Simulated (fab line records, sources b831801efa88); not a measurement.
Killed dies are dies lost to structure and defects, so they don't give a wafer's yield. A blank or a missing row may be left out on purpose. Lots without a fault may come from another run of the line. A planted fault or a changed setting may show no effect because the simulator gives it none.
A struck lot beside a sound one | flow sky130 | 18 steps out of a route of 708
Sound: wafers L637.2, L637.3, L637.6. Struck: wafers L647.2, L647.3, L647.4. The cause comes at the end.
At each step with rows: each side's tool, then ch and its chambers, then its first start. Under that, the readings that differ: sound wafers | struck wafers | difference of the means | sigmas: that difference in standard deviations of wafers without a fault.
alike: readings whose means differ by less than 2 such deviations, and words and numbers that are the same on both sides. not compared: withheld readings, readings that some wafer has no value for, bounds like >300 that may hide the same value, and numbers for which the record gives no deviation and whose values overlap.
The two part at a step that has a row with sigmas, a row that says differs or no value, or rows on one side only. Numbers that don't overlap but have no deviation are shown without sigmas and don't part them. A reading that every wafer of one side lacks parts them only if that side has two wafers or more.

first, 1 step without rows for these wafers: SKY_NWELL_IMPLANT_24.
SKY_NWELL_STRIP_25: strips in O2/N2.
  sound on plasma_asher-02 ch 0,1, day 8 01:46; struck on plasma_asher-02 ch 0,1, day 10 16:43
  alike: drypump_motor_current_A, oes_product_au, strip_time_to_endpoint_s
  not compared: rf_hours_counter_h
SKY_NWELL_TW_MEAS_26:
  sound on film_metro-02, day 8 01:53; struck on film_metro-04, day 10 16:49
  alike: NWELL_2_TW
then, 1 step without rows for these wafers: SKY_NWELL_CLEAN_27 (cleans in SC1/SC2, time 150 s).
SKY_NWELL_RTA_28: time 30 s.
  sound on rtp_anneal-02 ch 0, day 8 01:59; struck on rtp_anneal-02 ch 0, day 10 16:56
  alike: lamp_power_pct, wafer_temp_C_max
SKY_NWELL_RS_MEAS_29: measures by four-point-probe.
  sound on film_metro-02, day 8 02:06; struck on film_metro-01, day 10 17:02
  alike: NWELL_RS
SKY_NWELL_RS_MEAS_31: measures by four-point-probe.
  sound on film_metro-02, day 8 02:20; struck on film_metro-01, day 10 17:17
  alike: PWDE_RS
then, 4 steps without rows for these wafers: SKY_VT_ADJUST_HVTP_DEHYDRATE_00 (time 60 s); SKY_VT_ADJUST_HVTP_HMDS_01 (prime time 60 s); SKY_VT_ADJUST_HVTP_COAT_02 (resist thk 1140 nm); SKY_VT_ADJUST_HVTP_SOFTBAKE_03 (time 60 s).
SKY_VT_ADJUST_HVTP_EXPOSE_04: exposes mask HVTPM, target cd 380 nm.
  sound on iline_stepper-02 ch 0, day 8 12:47; struck on iline_stepper-02 ch 0, day 11 04:41
  reading                                | sound                            | struck               | difference | sigmas
  model.VT_ADJUST_HVTP.overlay_x_nm (nm) | -0.0001655 -0.0001655 -0.0001655 | -120.7 -120.7 -120.7 | -120.7     |
  alike: mask
then, 2 steps without rows for these wafers: SKY_VT_ADJUST_HVTP_PEB_05; SKY_VT_ADJUST_HVTP_DEVELOP_06 (develop time 60 s).
SKY_VT_ADJUST_HVTP_CD_MEAS_07: target cd 380 nm.
  sound on cd_sem-01, day 8 23:40; struck on cd_sem-01, day 11 15:55
  alike: cd_nm
SKY_VT_ADJUST_HVTP_OVL_MEAS_08:
  sound on overlay-02, day 8 23:47; struck on overlay-01, day 11 16:02
  reading                 | sound        | struck               | difference | sigmas
  VT_ADJUST_HVTP_OVL (nm) | -0.6 0.3 0.2 | -119.6 -123.6 -122.0 | -121.7     | -87
then, 1 step without rows for these wafers: SKY_VT_ADJUST_HVTP_IMPLANT_09.
-- the record jumps here: 39 days lie between the struck wafers' starts before and after (it left off in module VT_ADJUST_HVTP and takes up again in module PAD_OPEN, whose first step shown is number 708 of the route) --
SKY_PAD_OPEN_PROBE_99:
  sound on prober-02, day 48 05:24; struck on prober-01, day 50 12:08
  reading                                    | sound                   | struck                  | difference | sigmas
  killed_at_front_end                        | 18 9 15                 | 20 26 35                | +13        | +3
  model.etest.sram_pfet_latch.drive_ua_um    | 138.4 141.2 141.1       | 165.8 173.3 163.4       | +27.3      |
  model.etest.pfet_01v8_hvt.drive_ua_um      | 139.5 138.1 139.3       | 157.7 158.9 154.1       | +17.9      |
  model.etest.sram_pfet_latch.off_log10_a_um | -13.12 -13.08 -13.13    | -11.35 -11 -11.27       | +1.90      |
  model.etest.pfet_01v8_hvt.off_log10_a_um   | -13.36 -13.32 -13.24    | -12.37 -12.33 -12.34    | +0.96      |
  model.etest.sram_pfet_latch.vt_sat_v (V)   | -0.8088 -0.7873 -0.7986 | -0.6396 -0.5901 -0.6221 | +0.1810    |
  model.etest.pfet_01v8_hvt.vt_sat_v (V)     | -0.8413 -0.8386 -0.8446 | -0.7289 -0.7164 -0.7288 | +0.1168    |
  model.etest.sram_pfet_latch.vt_v (V)       | -0.9314 -0.9132 -0.9191 | -0.8436 -0.805 -0.824   | +0.0970    |
  model.etest.pfet_01v8_hvt.vt_v (V)         | -0.9039 -0.9048 -0.9031 | -0.8324 -0.8248 -0.8294 | +0.0751    |
  alike: killed_at_M0_to_M3, killed_at_M4_up, killed_at_contacts, killed_at_other, killed_dies, killed_open, killed_short

WHERE THEY PART
First at SKY_VT_ADJUST_HVTP_OVL_MEAS_08; last, within this record, at SKY_PAD_OPEN_PROBE_99.

WHY: what the simulator had put in
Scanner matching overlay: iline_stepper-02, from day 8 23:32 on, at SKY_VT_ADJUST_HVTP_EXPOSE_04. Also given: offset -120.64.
